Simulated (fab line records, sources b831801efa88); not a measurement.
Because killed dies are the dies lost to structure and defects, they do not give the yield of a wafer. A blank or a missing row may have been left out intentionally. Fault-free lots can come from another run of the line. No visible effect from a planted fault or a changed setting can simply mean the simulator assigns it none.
fab line records	flow sky130
record: lots: 11	wafers: 33	lastDay: 50
route steps=708 shown LDD_LDN@302 RES_XHIGH@339 LI_CONTACT@381 LOCAL_INTERCONNECT@400 PAD_OPEN@708
lots that met no fault: from a run of the same line without faults
startH: hours from the record's first day to the start of the lot's first wafer shown	waitH: time in hours since the lot's previous step	" same as the row above	L1.1+2: one row covering several wafers at once	- no value, or no start was given	* or withheld: withheld	< > ~ a bound
route shown NAME@n: NAME is a module with steps in the file, n the number in the route of the first one	usual: average and standard deviation across the fault-free wafers	same: alike in all rows	chamber/n: place in a boat	sites: each site's reading	_std_site: their standard deviation	_edge_site: the outer-site mean with the inner-site mean subtracted	radiusMm: how far each site lies from the wafer's centre	mask NAME#n: copy n	behind: the most recent tool/chamber to have shaped the wafer	hold: the reason the lot was held/the length of the hold in hours/how it ended	device: names the non-switching transistor (n, p or np)	end of line: the route-end tests of the same wafers	a step given without rows: its recipe and nothing more	killed: dies that structure and defects cost at the first sort, which is not the same as the wafer's yield	map: shows each die of a wafer: x if killed, . if not, _ if none is there
set.NAME: the setting that was run; set.NAME@STEP: the one run at that earlier step	model.NAME: the simulator's own value behind a step, which no gauge read
one table for each step of the route and one row for each wafer, over a sample of lots
services: the hour from which a tool's chamber was out of use, counted from the record's first day as startH (under 0 if before that day), plus the number of hours and why
== steps ==
step: SKY_LDD_LDN_TW_MEAS_13
usual: LDD_LDN_TW: 1490/17
lot.wafer	tool	chamber	startH	waitH	LDD_LDN_TW
L691.1	filmMetro-04	-	528.45	0.1	1479
L691.4	"	-	"	"	1480
L691.5	"	-	"	"	1475
L692.2	filmMetro-02	-	548.26	0.1	1516
L692.5	"	-	"	"	1511
L692.6	"	-	"	"	1514
L694.2	filmMetro-03	-	563.49	0.1	1469
L694.5	"	-	"	"	1461
L694.6	"	-	"	"	1467
L695.1	filmMetro-02	-	569.38	0.1	1518
L695.3	"	-	"	"	1533
L695.6	"	-	"	"	1523
L696.3	filmMetro-03	-	586.17	0.1	1483
L696.5	"	-	"	"	1475
L696.6	"	-	"	"	1479
L698.3	filmMetro-02	-	598.90	0.1	1505
L698.4	"	-	"	"	1510
L698.5	"	-	"	"	1502
L699.1	filmMetro-04	-	608.90	0.1	1488
L699.4	"	-	"	"	1485
L699.6	"	-	"	"	1484
L705.1	filmMetro-04	-	651.45	0.1	1479
L705.2	"	-	"	"	1493
L705.3	"	-	"	"	1489
L707.1	filmMetro-02	-	668.14	0.1	1512
L707.2	"	-	"	"	1508
L707.4	"	-	"	"	1512
L712.2	filmMetro-03	-	707.46	0.1	1478
L712.3	"	-	"	"	1477
L712.4	"	-	"	"	1469
L713.1	filmMetro-03	-	710.30	0.1	1474
L713.3	"	-	"	"	1482
L713.4	"	-	"	"	1475
step: SKY_RES_XHIGH_IMPLANT_07
recipe: species: BF2	energyKev: 20	doseCm2: 3.6e+14	tiltDeg: 0
lot.wafer	tool	chamber	startH	waitH
L691.1+4+5	implanter-02	0	618.30	0.1
L692.2+5+6	implanter-01	0	637.42	0.1
L694.2+5+6	implanter-02	0	651.72	0.1
L695.1+3+6	implanter-02	0	657.49	0.1
L696.3+5+6	implanter-02	0	674.04	0.1
L698.3+4+5	implanter-02	0	687.64	0.1
L699.1+4+6	implanter-01	0	696.00	0.1
L705.1+2+3	implanter-02	0	735.99	0.1
L707.1+2+4	implanter-02	0	751.01	0.1
L712.2+3+4	implanter-01	0	790.09	0.1
L713.1+3+4	implanter-01	0	791.90	0.1
step: SKY_RES_XHIGH_STRIP_08
recipe: chemistry: O2/N2	powerW: 1400	pressureMtorr: 1500	platenTempC: withheld	o2FlowSccm: 3000	n2FlowSccm: 300	overashFraction: 0.5
usual: drypumpMotorCurrentA: 5.8/0.51	oesProductAu: 0.711/0.005	stripTimeToEndpointS: 14.27/0.043
lot.wafer	tool	chamber	startH	waitH	drypumpMotorCurrentA	oesProductAu	rfHoursCounterH	stripTimeToEndpointS
L691.1	plasmaAsher-04	1	618.45	0.1	5.4	0.719	76	14.20
L691.4	"	1	"	"	5.4	0.715	-	14.23
L691.5	"	1	"	"	5.4	0.707	-	14.25
L692.2	plasmaAsher-02	1	637.54	0.1	5.8	0.715	97	14.25
L692.5	"	0	"	"	6.2	0.717	-	14.24
L692.6	"	1	"	"	5.8	0.713	-	14.23
L694.2	plasmaAsher-02	0	651.85	0.1	6.2	0.712	99	14.33
L694.5	"	1	"	"	5.8	0.718	-	14.32
L694.6	"	0	"	"	6.2	0.714	-	14.29
L695.1	plasmaAsher-02	0	657.64	0.1	6.2	0.716	100	14.30
L695.3	"	0	"	"	6.2	0.717	-	14.32
L695.6	"	1	"	"	5.8	0.705	-	14.30
L696.3	plasmaAsher-03	0	674.18	0.1	5.7	0.710	-	14.24
L696.5	"	0	"	"	5.7	0.706	-	14.23
L696.6	"	1	"	"	4.6	0.714	-	14.22
L698.3	plasmaAsher-04	0	687.78	0.1	6.3	0.719	-	14.14
L698.4	"	1	"	"	5.4	0.715	-	14.24
L698.5	"	1	"	"	5.5	0.708	-	14.21
L699.1	plasmaAsher-03	1	696.15	0.1	4.7	0.720	57	14.28
L699.4	"	1	"	"	4.7	0.719	-	14.32
L699.6	"	1	"	"	4.7	0.702	-	14.29
L705.1	plasmaAsher-03	0	736.14	0.1	5.8	0.721	61	14.12
L705.2	"	1	"	"	4.6	0.717	61	14.15
L705.3	"	1	"	"	4.6	0.720	-	14.14
L707.1	plasmaAsher-02	1	751.16	0.1	5.8	0.726	1	14.12
L707.2	"	0	"	"	6.2	0.717	1	14.16
L707.4	"	0	"	"	6.2	0.715	-	14.16
L712.2	plasmaAsher-04	1	790.21	0.1	5.4	0.697	92	14.23
L712.3	"	1	"	"	5.5	0.719	-	14.31
L712.4	"	0	"	"	6.3	0.716	-	14.27
L713.1	plasmaAsher-02	1	792.05	0.1	5.8	0.702	6	14.29
L713.3	"	1	"	"	5.8	0.713	-	14.23
L713.4	"	0	"	"	6.2	0.715	-	14.30
step: SKY_RES_XHIGH_TW_MEAS_09
usual: RES_XHIGH_TW: 1652/21
lot.wafer	tool	chamber	startH	waitH	RES_XHIGH_TW
L691.1	filmMetro-02	-	618.55	0.1	1672
L691.4	"	-	"	"	1665
L691.5	"	-	"	"	1671
L692.2	filmMetro-01	-	637.65	0.1	1632
L692.5	"	-	"	"	1634
L692.6	"	-	"	"	1631
L694.2	filmMetro-01	-	651.96	0.1	1633
L694.5	"	-	"	"	1622
L694.6	"	-	"	"	1635
L695.1	filmMetro-01	-	657.77	0.1	1625
L695.3	"	-	"	"	1625
L695.6	"	-	"	"	1623
L696.3	filmMetro-02	-	674.26	0.1	1691
L696.5	"	-	"	"	1685
L696.6	"	-	"	"	1686
L698.3	filmMetro-04	-	687.86	0.1	1624
L698.4	"	-	"	"	1638
L698.5	"	-	"	"	1632
L699.1	filmMetro-02	-	696.25	0.1	1672
L699.4	"	-	"	"	1675
L699.6	"	-	"	"	1680
L705.1	filmMetro-04	-	736.24	0.1	1556
L705.2	"	-	"	"	1558
L705.3	"	-	"	"	1564
L707.1	filmMetro-02	-	751.26	0.1	1574
L707.2	"	-	"	"	1572
L707.4	"	-	"	"	1570
L712.2	filmMetro-01	-	790.32	0.1	1640
L712.3	"	-	"	"	1636
L712.4	"	-	"	"	1643
L713.1	filmMetro-01	-	792.15	0.1	1626
L713.3	"	-	"	"	1624
L713.4	"	-	"	"	1629
step: SKY_SD_N_RS_MEAS_18
recipe: thkMeasGauge: four-point-probe
usual: RES_XHIGH_RS: 333.7/0.97
lot.wafer	tool	chamber	startH	waitH	RES_XHIGH_RS[ohm/sq]
L691.1	filmMetro-04	-	648.58	0.1	334.7
L691.4	"	-	"	"	335.3
L691.5	"	-	"	"	333.7
L692.2	filmMetro-01	-	666.02	0.1	334.3
L692.5	"	-	"	"	335.0
L692.6	"	-	"	"	335.9
L694.2	filmMetro-04	-	680.86	0.1	333.7
L694.5	"	-	"	"	332.6
L694.6	"	-	"	"	334.3
L695.1	filmMetro-04	-	685.18	0.1	334.5
L695.3	"	-	"	"	334.8
L695.6	"	-	"	"	335.1
L696.3	filmMetro-01	-	703.07	0.1	333.8
L696.5	"	-	"	"	334.0
L696.6	"	-	"	"	334.0
L698.3	filmMetro-04	-	716.21	0.1	334.2
L698.4	"	-	"	"	335.5
L698.5	"	-	"	"	335.8
L699.1	filmMetro-04	-	724.15	0.1	333.9
L699.4	"	-	"	"	333.2
L699.6	"	-	"	"	332.8
L705.1	filmMetro-04	-	763.29	0.1	386.1
L705.2	"	-	"	"	386.9
L705.3	"	-	"	"	387.0
L707.1	filmMetro-01	-	778.84	0.1	387.1
L707.2	"	-	"	"	385.7
L707.4	"	-	"	"	385.6
L712.2	filmMetro-02	-	817.35	0.1	333.6
L712.3	"	-	"	"	332.2
L712.4	"	-	"	"	333.7
L713.1	filmMetro-04	-	819.14	0.1	332.3
L713.3	"	-	"	"	332.5
L713.4	"	-	"	"	330.4
step: SKY_LI_CONTACT_SPUTTER_19
recipe: material: Ti	targetThkNm: 20	chamberPressurePa: 5	powerW: 2500	substrateTempC: 200	timeS: 106.37
usual: throttleValvePct: 29.6/1
lot.wafer	tool	chamber	startH	waitH	throttleValvePct
L691.1	pvdSputter-01	-	677.92	0.0	29.2
L691.4	"	-	"	"	28.5
L691.5	"	-	"	"	29.7
L692.2	pvdSputter-03	-	694.92	0.0	28.8
L692.5	"	-	"	"	29.7
L692.6	"	-	"	"	29.3
L694.2	pvdSputter-01	-	710.54	0.0	29.3
L694.5	"	-	"	"	28.5
L694.6	"	-	"	"	29.4
L695.1	pvdSputter-03	-	714.69	0.0	28.8
L695.3	"	-	"	"	28.6
L695.6	"	-	"	"	28.6
L696.3	pvdSputter-03	-	731.63	0.0	29.5
L696.5	"	-	"	"	29.4
L696.6	"	-	"	"	28.5
L698.3	pvdSputter-01	-	745.07	0.0	32.3
L698.4	"	-	"	"	29.3
L698.5	"	-	"	"	29.3
L699.1	pvdSputter-03	-	752.59	0.0	29.0
L699.4	"	-	"	"	28.8
L699.6	"	-	"	"	29.0
L705.1	pvdSputter-01	-	791.03	0.0	28.7
L705.2	"	-	"	"	32.0
L705.3	"	-	"	"	29.4
L707.1	pvdSputter-02	-	806.08	0.0	29.4
L707.2	"	-	"	"	31.1
L707.4	"	-	"	"	28.7
L712.2	pvdSputter-01	-	844.63	0.0	32.2
L712.3	"	-	"	"	29.7
L712.4	"	-	"	"	29.8
L713.1	pvdSputter-03	-	846.17	0.0	28.9
L713.3	"	-	"	"	29.9
L713.4	"	-	"	"	29.5
step: SKY_LOCAL_INTERCONNECT_ETCH_13
recipe: chemistry: N2/H2	target: BARC	ionEnergyEv: 200	biasW: 100	pressureMtorr: 30	n2FlowSccm: 100	h2FlowSccm: 200	icpW: 500	stopOn: SiO2	timeS: 45.9	targetDepthA: 600
usual: drypumpMotorCurrentA: 5.6/0.44	oesProductAu: 0.855/0.0051	throttleValvePct: 13.223/0.0084
lot.wafer	tool	chamber	startH	waitH	drypumpMotorCurrentA	oesProductAu	rfHoursCounterH	throttleValvePct
L691.1	rieMetal-01	1	707.07	0.0	5.3	0.850	8	13.226
L691.4	"	1	"	"	5.4	0.851	-	13.218
L691.5	"	1	"	"	5.4	0.853	-	13.236
L692.2	rieMetal-01	0	723.32	0.0	4.9	0.863	5	13.212
L692.5	"	1	"	"	5.4	0.855	-	13.229
L692.6	"	0	"	"	4.9	0.857	-	13.233
L694.2	rieMetal-02	0	739.78	0.0	6.2	0.864	3	13.219
L694.5	"	0	"	"	6.2	0.858	-	13.231
L694.6	"	1	"	"	5.8	0.861	-	13.222
L695.1	rieMetal-04	1	743.32	0.0	5.7	0.862	16	13.233
L695.3	"	1	"	"	5.7	0.855	-	13.224
L695.6	"	1	"	"	5.7	0.856	-	13.232
L696.3	rieMetal-02	0	760.36	0.1	6.2	0.849	-	13.219
L696.5	"	0	"	"	6.2	0.850	-	13.205
L696.6	"	0	"	"	6.2	0.854	-	13.235
L698.3	rieMetal-04	0	773.34	0.0	5.1	0.858	-	13.207
L698.4	"	1	"	"	5.7	0.850	-	13.223
L698.5	"	1	"	"	5.7	0.846	-	13.227
L699.1	rieMetal-04	0	780.15	0.0	5.1	0.861	6	13.222
L699.4	"	0	"	"	5.1	0.842	-	13.217
L699.6	"	1	"	"	5.7	0.851	-	13.240
L705.1	rieMetal-02	0	818.57	0.0	6.2	0.860	7	13.239
L705.2	"	1	"	"	5.7	0.848	1	13.218
L705.3	"	0	"	"	6.2	0.847	-	13.224
L707.1	rieMetal-02	1	832.72	0.0	5.8	0.855	2	13.226
L707.2	"	0	"	"	6.2	0.857	8	13.231
L707.4	"	0	"	"	6.2	0.856	-	13.204
L712.2	rieMetal-01	1	872.07	0.0	5.3	0.858	13	13.230
L712.3	"	0	"	"	4.9	0.852	-	13.237
L712.4	"	1	"	"	5.4	0.853	-	13.222
L713.1	rieMetal-04	0	872.80	0.0	5.1	0.852	9	13.209
L713.3	"	1	"	"	5.7	0.864	-	13.229
L713.4	"	0	"	"	5.1	0.850	-	13.210
step: SKY_PAD_OPEN_PROBE_99
usual: killed_at_M0_to_M3: 43/6.9	killed_at_M4_up: 3.2/2	killedAtContacts: 25/5.1	killedAtFrontEnd: 15/4.5	killedAtOther: 0.2/0.51	killedDies: 85/9.5	killedOnRim: 16/3.7	killedOpen: 48/6.9	killedShort: 38/6.7
same: grossDies: 492	killedAtBackSide: 0
lot.wafer	tool	chamber	startH	waitH	killed_at_M0_to_M3	killed_at_M4_up	killedAtContacts	killedAtFrontEnd	killedAtOther	killedDies	killedOnRim	killedOpen	killedShort
L691.1	prober-01	-	1075.93	0.1	51	4	25	13	0	93	19	57	36
L691.4	prober-01	-	1076.08	0.2	44	5	26	15	0	90	17	47	43
L691.5	prober-01	-	1076.13	0.2	58	3	20	14	0	95	16	57	38
L705.1	prober-01	-	1159.22	0.1	50	1	24	11	1	87	16	38	49
L705.2	prober-01	-	1159.27	0.1	50	2	22	9	0	83	18	48	35
L705.3	prober-01	-	1159.32	0.2	53	1	24	10	0	88	15	47	41
L707.1	prober-01	-	1166.97	0.1	44	5	25	15	0	89	12	41	48
L707.2	prober-01	-	1167.02	0.1	39	2	28	19	2	90	16	54	36
L707.4	prober-01	-	1167.12	0.2	48	4	20	11	0	83	12	52	31
killed by level:class
L691.1 VIA1:geometricParticle:open=12 CONTACT:geometricParticle:open=12 VIA2:geometricParticle:open=9 VIA1:geometricParticle:short=8 METAL2:geometricParticle:short=6 LI_CONTACT:geometricParticle:open=6 METAL1:geometricParticle:short=6 POLY_GATE:geometricParticle:open=4
L691.4 VIA1:geometricParticle:open=10 VIA3:geometricParticle:open=9 CONTACT:geometricParticle:open=7 CONTACT:geometricParticle:short=6 VIA3:geometricParticle:short=6 VIA1:geometricParticle:short=5 VIA2:geometricParticle:open=5 POLY_GATE:geometricParticle:open=4
L691.5 VIA1:geometricParticle:open=14 VIA3:geometricParticle:open=13 VIA2:geometricParticle:open=9 CONTACT:geometricParticle:open=7 POLY_GATE:geometricParticle:short=6 LI_CONTACT:geometricParticle:open=5 METAL1:geometricParticle:short=5 CONTACT:geometricParticle:short=4
L705.1 VIA3:geometricParticle:open=8 VIA1:geometricParticle:short=7 CONTACT:geometricParticle:short=7 VIA2:geometricParticle:open=7 LI_CONTACT:geometricParticle:open=6 METAL2:geometricParticle:short=6 VIA2:geometricParticle:short=5 METAL1:geometricParticle:short=5
L705.2 LI_CONTACT:geometricParticle:open=9 VIA1:geometricParticle:open=9 VIA1:geometricParticle:short=8 VIA3:geometricParticle:open=7 CONTACT:geometricParticle:open=6 METAL1:geometricParticle:short=6 METAL2:geometricParticle:short=5 VIA2:geometricParticle:short=5
L705.3 VIA1:geometricParticle:open=12 CONTACT:geometricParticle:open=11 METAL2:geometricParticle:short=9 METAL1:geometricParticle:short=8 VIA3:geometricParticle:open=7 LI_CONTACT:geometricParticle:open=5 VIA1:geometricParticle:short=5 POLY_GATE:geometricParticle:short=4
L707.1 VIA1:geometricParticle:open=11 VIA1:geometricParticle:short=10 CONTACT:geometricParticle:short=7 CONTACT:geometricParticle:open=7 METAL2:geometricParticle:short=6 LI_CONTACT:geometricParticle:short=4 LI_CONTACT:geometricParticle:open=4 VIA2:geometricParticle:open=4
L707.2 CONTACT:geometricParticle:open=14 VIA1:geometricParticle:open=12 METAL1:geometricParticle:short=8 VIA2:geometricParticle:open=7 FIELD_ISO:geometricParticle:short=6 LI_CONTACT:geometricParticle:open=6 POLY_GATE:geometricParticle:short=4 CONTACT:geometricParticle:short=4
L707.4 VIA1:geometricParticle:open=19 CONTACT:geometricParticle:open=9 VIA2:geometricParticle:open=5 VIA3:geometricParticle:open=4 POLY_GATE:geometricParticle:open=4 LI_CONTACT:geometricParticle:open=4 LOCAL_INTERCONNECT:geometricParticle:short=4 METAL1:geometricParticle:short=4
== services ==
tool	chamber	startH	hours	kind
rieMetal-02	1	596.86	8.4	repair
rieMetal-04	1	633.99	5.3	repair
rieMetal-02	0	644.73	11.5	repair
plasmaAsher-03	-	647.33	4.4	repair
implanter-01	-	649.01	3.0	repair
plasmaAsher-04	-	650.03	8.3	repair
pvdSputter-01	-	651.00	4.0	repair
implanter-01	-	654.81	1.2	repair
plasmaAsher-03	-	660.19	2.8	pm
rieMetal-02	0	669.75	2.9	repair
implanter-01	-	670.32	8.3	pm
implanter-02	-	679.07	4.0	pm
plasmaAsher-02	-	680.79	1.9	repair
rieMetal-02	-	692.06	0.1	repair
plasmaAsher-02	-	733.75	9.0	pm
rieMetal-02	-	768.36	0.3	repair
plasmaAsher-02	-	799.38	1.9	repair
rieMetal-04	0	801.66	11.3	repair
implanter-02	-	809.83	5.1	pm
pvdSputter-03	-	822.34	6.6	repair
implanter-01	-	822.79	1.6	repair
rieMetal-02	-	824.98	2.8	pm
rieMetal-02	-	831.19	0.7	repair
plasmaAsher-02	-	849.75	0.4	repair
== key ==
firstSign: step: SKY_RES_XHIGH_STRIP_08	reading: stripTimeToEndpointS	direction: down	sigmas: 2.9	usual: *	struck: *
effect: step: SKY_RES_XHIGH_TW_MEAS_09	reading: RES_XHIGH_TW	direction: down	sigmas: 4.2	usual: 1652	struck: 1566
effect: step: SKY_SD_N_RS_MEAS_18	reading: RES_XHIGH_RS	direction: up	sigmas: 55	usual: 333.7	struck: 386.4
metAt SKY_RES_XHIGH_IMPLANT_07
struckLots L705,L707
testerLeftOut L705,L707
notActingAt SKY_LDD_LDN_TW_MEAS_13,SKY_LI_CONTACT_SPUTTER_19,SKY_LOCAL_INTERCONNECT_ETCH_13
onsetBetween 687.64 735.99
fault: kind: processParameterDrift	tool: implanter-02	chamber: -	onsetH: 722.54	steps: SKY_RES_XHIGH_IMPLANT_07	channel: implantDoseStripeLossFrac	offset: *	shape: step	endH: 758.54
testerLeftOut: of these lots the tester's yield and bins aren't shown, on N5 and GAA mostly nor the transistor test; their killed dies are dies lost to structure and defects alone, not to doping, threshold or leakage, so they don't give the yield
